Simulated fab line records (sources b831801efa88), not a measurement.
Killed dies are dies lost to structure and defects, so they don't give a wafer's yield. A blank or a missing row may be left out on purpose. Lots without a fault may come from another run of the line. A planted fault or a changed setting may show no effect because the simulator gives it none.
The same fault as seen by 2 desks + flow sky130 + each desk holds nothing but its own numbers, with what lay behind them at the end

FOR THE TOOL OWNER'S DESK: litho_track-03
The tool's own readings at SKY_SD_N_COAT_02 (resist thk 1140 nm): means of the sampled wafers that have a number, for each lot that ran on this tool. A lot is out of limits, marked OUT, if its mean lies more than 4 standard deviations from the usual mean; the brackets give that distance.
Columns: A = chill_plate_temp_C at SKY_SD_N_COAT_02, usual 22.98 C
| lot  | first seen here | A     |
|------|-----------------|-------|
| L238 | day 29 06:42    | 23.09 |
| L241 | day 30 05:21    | 22.81 |
| L252 | day 33 05:23    | 22.93 |
| L253 | day 33 19:51    | 22.96 |
This desk found nothing out of limits on any of the 4 lots.

AT THE METROLOGY DESK
Lot by lot, what the gauges showed, no matter which tool ran the lot: averages of those sampled wafers that carry a number. A lot is out of limits, marked OUT, if its mean lies more than 4 standard deviations from the usual mean; the brackets give that distance.
Columns: A = RES_XHIGH_TW at SKY_RES_XHIGH_TW_MEAS_09, usual 1644; B = cd_nm at SKY_SD_N_CD_MEAS_07, usual 380.0 nm
| lot  | first seen here | A    | B                |
|------|-----------------|------|------------------|
| L236 | day 28 02:34    | 1648 | 379.2            |
| L237 | day 28 04:52    | 1628 | 380.0            |
| L238 | day 28 16:56    | 1654 | 378.7            |
| L239 | day 29 12:45    | 1636 | 379.1            |
| L241 | day 29 15:37    | 1666 | 383.4            |
| L242 | day 29 15:55    | 1663 | 380.8            |
| L243 | day 29 21:02    | 1633 | 381.3            |
| L244 | day 31 05:34    | 1664 | 381.6            |
| L252 | day 32 16:31    | 1635 | 384.7            |
| L253 | day 33 06:44    | 1657 | 392.3 (+4.7) OUT |
| L254 | day 33 10:04    | 1655 | 377.7            |
This desk's finding: out of limits on L253; first on L253, day 34 09:14 (cd_nm at SKY_SD_N_CD_MEAS_07). In limits: L236, L237, L238, L239, L241, L242, L243, L244, L252, L254.

TAKEN TOGETHER
L253 would have let the metrology desk raise an alarm at day 34 09:14.
Nothing out of limits was seen by the tool owner's desk.
Tool owner's desk: L253 on record, inside its limits.
All the named lots went through SKY_SD_N_COAT_02 on litho_track-03.

WHAT THE SIMULATOR PUT IN
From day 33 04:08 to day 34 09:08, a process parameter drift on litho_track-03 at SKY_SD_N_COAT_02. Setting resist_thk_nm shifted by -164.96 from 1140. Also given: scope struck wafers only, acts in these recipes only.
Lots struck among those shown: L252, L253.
Delay in hours, fault start to first out-of-limits reading, per desk: metrology desk 29.
